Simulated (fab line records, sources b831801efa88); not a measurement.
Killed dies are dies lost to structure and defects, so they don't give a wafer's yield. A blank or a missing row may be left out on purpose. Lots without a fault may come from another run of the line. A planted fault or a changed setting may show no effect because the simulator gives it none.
Problem report in the 8D (eight disciplines) form, filled by code | flow gf180mcu | the parts of the form that need people (team, actions taken, sign-off) are left out

1. THE PROBLEM
chamber_pressure_pa at GF_M3_SPUTTER_01 reads a mean of 0.2795 Pa on 2 wafers of 1 lot; wafers without a fault read 0.3999 Pa with a standard deviation of 0.00077. That is -99 or more standard deviations from the usual mean.
The step: material TiN, target thk 30 nm, time 25 s.
First seen on wafer L636.2, day 26 09:00, on pvd_sputter-03. The record holds 39 wafers of 13 lots with a number at this step. Rule for "out", or "out of limits": more than 4 standard deviations from the usual mean. The other wafers with a number count as sound.

2. WHAT IT IS AND WHAT IT IS NOT
question                    | is                                      | is not
which readings at this step | chamber_pressure_pa, throttle_valve_pct | -
which lots                  | L636                                    | L620, L621, L622, L624, L625, L626, L627, L628, L631, L632, L635, L642
which wafers of those lots  | L636.2, L636.5                          | L636.6
read on which tools         | pvd_sputter-03                          | pvd_sputter-01, pvd_sputter-02
when                        | from day 26 09:00                       | up to then (34 sound wafers); but 3 sound wafers of L642 came after

3. SUSPECTS, AND WHAT RULES EACH OUT
Counting: a tool at a process step up to the reading stays a suspect if it ran every lot that is out. Sound lots after the first of them don't rule it out here, since some wafers of a struck lot are sound.
- rie_diel-04 at GF_V2_ETCH_16 (etches BARC in N2/H2): kept. It ran the lot that is out, L636 (day 26 07:33); its last sound lot up to then is L624 (day 22 01:57).
- pvd_sputter-03 at GF_M3_SPUTTER_01 (material TiN, target thk 30 nm, time 25 s): kept. It ran the lot that is out, L636 (day 26 09:00); its last sound lot up to then is L632 (day 25 00:38). Its own readings are out on those wafers: chamber_pressure_pa, throttle_valve_pct.
Left after counting: rie_diel-04 at GF_V2_ETCH_16, pvd_sputter-03 at GF_M3_SPUTTER_01.

4. THE CAUSE (what the simulator had put in)
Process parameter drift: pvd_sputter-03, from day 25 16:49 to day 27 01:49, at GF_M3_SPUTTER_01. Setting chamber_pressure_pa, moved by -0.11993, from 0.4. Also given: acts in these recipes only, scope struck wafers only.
Counting left 2 suspects, and this tool is among them.

5. THE CHAIN OF EFFECTS, in route order
Each row: a reading whose mean over the struck wafers that have a number lies more than 3 standard deviations from the usual. Only readings for which the record gives a usual standard deviation are gone through. hours: the time from each lot's start at the first step in this table that gives one to its start at this step, as a median over the lots. sigmas: the change in usual standard deviations.
hours | step             | reading             | usual     | on struck wafers | change  | sigmas
0     | GF_M3_SPUTTER_01 | chamber_pressure_pa | 0.3999 Pa | 0.2795           | -0.1204 | -99 or more
0     | GF_M3_SPUTTER_01 | throttle_valve_pct  | 30.2 %    | 36.2             | +6.1    | +5.5
The process steps in it:
- GF_M3_SPUTTER_01: material TiN, target thk 30 nm, time 25 s.

6. WHAT WOULD HAVE CAUGHT IT SOONER
In this record the first reading out of limits was taken at day 26 09:00, 16 hours after the fault began at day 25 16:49.
